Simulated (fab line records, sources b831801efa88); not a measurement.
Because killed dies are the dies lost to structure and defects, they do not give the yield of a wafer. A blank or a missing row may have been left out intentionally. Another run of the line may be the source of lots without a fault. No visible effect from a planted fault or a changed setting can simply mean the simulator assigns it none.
Matching of chambers ; flow sky130 ; 4 sister chambers for SKY_LI_CONTACT_CMP_24 on cmp-01
The step polishes, stops on PSG, t overpolish 20 s, target thk 0 nm. 4 wafers are shown with their chamber, then 8 later ones without.

== WAFERS, EACH WITH ITS CHAMBER ==
wafer;chamber;motor_current_A (A)
L094.1;0;10.8
L094.2;2;10.5
L094.3;3;10.7
L094.4;1;10.2

== WAFERS MISSING THEIR CHAMBER ==
wafer;motor_current_A (A)
L094.5;10.4
L094.6;10.7
L095.1;10.3
L095.2;10.9
L095.3;11.6
L095.4;10.4
L095.5;10.4
L095.6;10.6

== WHICH CHAMBER EACH WENT THROUGH ==
wafer;from the rows above;in truth
L094.5;can't be placed: 2 or 1 or 3 or 0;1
L094.6;can't be placed: 3 or 0 or 2 or 1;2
L095.1;can't be placed: 1 or 2 or 3 or 0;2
L095.2;can't be placed: 0 or 3 or 2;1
L095.3;can't be placed: 0 or 3 or 2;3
L095.4;can't be placed: 2 or 1 or 3 or 0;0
L095.5;can't be placed: 2 or 1 or 3 or 0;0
L095.6;can't be placed: 2 or 3 or 0 or 1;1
Placed correctly: 0 of 8. These rows do not allow placing 8 (true chamber among the candidates in 7). Wrongly placed: 0.
How it was worked out, from the rows above alone: a wafer's distance from a chamber is the root of the sum, over the readings, of the square of ((its reading less the chamber's mean) divided by the reading's scatter). If the next closest chamber is less than 2 further off than the closest, the wafer can't be placed; otherwise it belongs to the closest. A chamber's mean is the mean of its shown wafers. The scatter: root of mean squared gap, hidden wafer to nearest shown wafer, with one shown wafer a chamber.
